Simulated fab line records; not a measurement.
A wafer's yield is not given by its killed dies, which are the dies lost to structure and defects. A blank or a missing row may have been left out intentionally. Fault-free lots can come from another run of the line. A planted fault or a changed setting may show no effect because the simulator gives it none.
One fault seen from 2 desks + flow gf180mcu + each desk has only its own numbers; what lay behind them comes last

## THE TOOL OWNER'S DESK: implanter-03
GF_VT_IMPLANT_IMPLANT_41, tool's own readings: per-lot mean of the sampled wafers with a number, covering each lot this tool ran. If a lot's mean is further than 4 standard deviations from the usual mean, the lot is out of limits and carries the mark OUT (the distance appears in the brackets).
Columns: A = dose_ions_cm2 at GF_VT_IMPLANT_IMPLANT_41, usual 1.013e+12; B = faraday_current_uA at GF_VT_IMPLANT_IMPLANT_41, usual 5.71
| lot  | first seen here | A                           | B               |
|------|-----------------|-----------------------------|-----------------|
| L919 | day 8 14:26     | 1.013e+12                   | 5.69            |
| L924 | day 10 01:35    | 1.013e+12                   | 5.70            |
| L926 | day 10 12:59    | 8.777e+11 (-99 or more) OUT | 4.96 (-6.2) OUT |
| L928 | day 11 04:46    | 8.787e+11 (-99 or more) OUT | 4.92 (-6.6) OUT |
| L938 | day 13 22:03    | 1.012e+12                   | 5.68            |
This desk's verdict: out of limits on L926, L928, starting with L926 at day 10 12:59 (dose_ions_cm2 at GF_VT_IMPLANT_IMPLANT_41). In limits: L919, L924, L938.

## THE METROLOGY DESK
Means of the sampled wafers that have a number, per lot and without regard to the tool the lot ran on: this is what the gauges read. If a lot's mean is further than 4 standard deviations from the usual mean, the lot is out of limits and carries the mark OUT (the distance appears in the brackets).
Columns: A = VT_IMPLANT_02_OVL at GF_VT_IMPLANT_OVL_MEAS_29, usual 0.9 nm; B = VT_IMPLANT_3_TW at GF_VT_IMPLANT_TW_MEAS_32, usual 269; C = VT_IMPLANT_03_OVL at GF_VT_IMPLANT_OVL_MEAS_40, usual -0.4 nm
| lot  | first seen here | A    | B   | C    |
|------|-----------------|------|-----|------|
| L919 | day 7 22:07     | -0.7 | 267 | 1.3  |
| L924 | day 9 07:39     | 3.3  | 275 | -1.1 |
| L926 | day 9 19:29     | -0.4 | 266 | -1.1 |
| L928 | day 10 10:02    | 0.2  | 267 | -1.5 |
| L938 | day 13 01:40    | -0.3 | 273 | 0.2  |
| L937 | day 13 04:37    | -0.2 | 269 | -1.0 |
This desk's finding: nothing out of limits on any of the 6 lots.

## TAKEN TOGETHER
The tool owner's desk had the chance to raise an alarm at day 10 12:59 on L926, L928.
Metrology desk: nothing out of limits seen.
The metrology desk holds a record of L926, L928, inside its limits.
GF_VT_IMPLANT_IMPLANT_41 was run on implanter-03 by each of the lots named.

## WHAT HAD BEEN PUT IN BY THE SIMULATOR
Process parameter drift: implanter-03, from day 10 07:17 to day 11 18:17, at GF_VT_IMPLANT_IMPLANT_41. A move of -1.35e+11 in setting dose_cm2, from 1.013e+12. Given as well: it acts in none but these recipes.
Shown lots that were struck: L926, L928.
Each desk's first reading out of limits, in hours after the fault started: the tool owner's desk, 6.
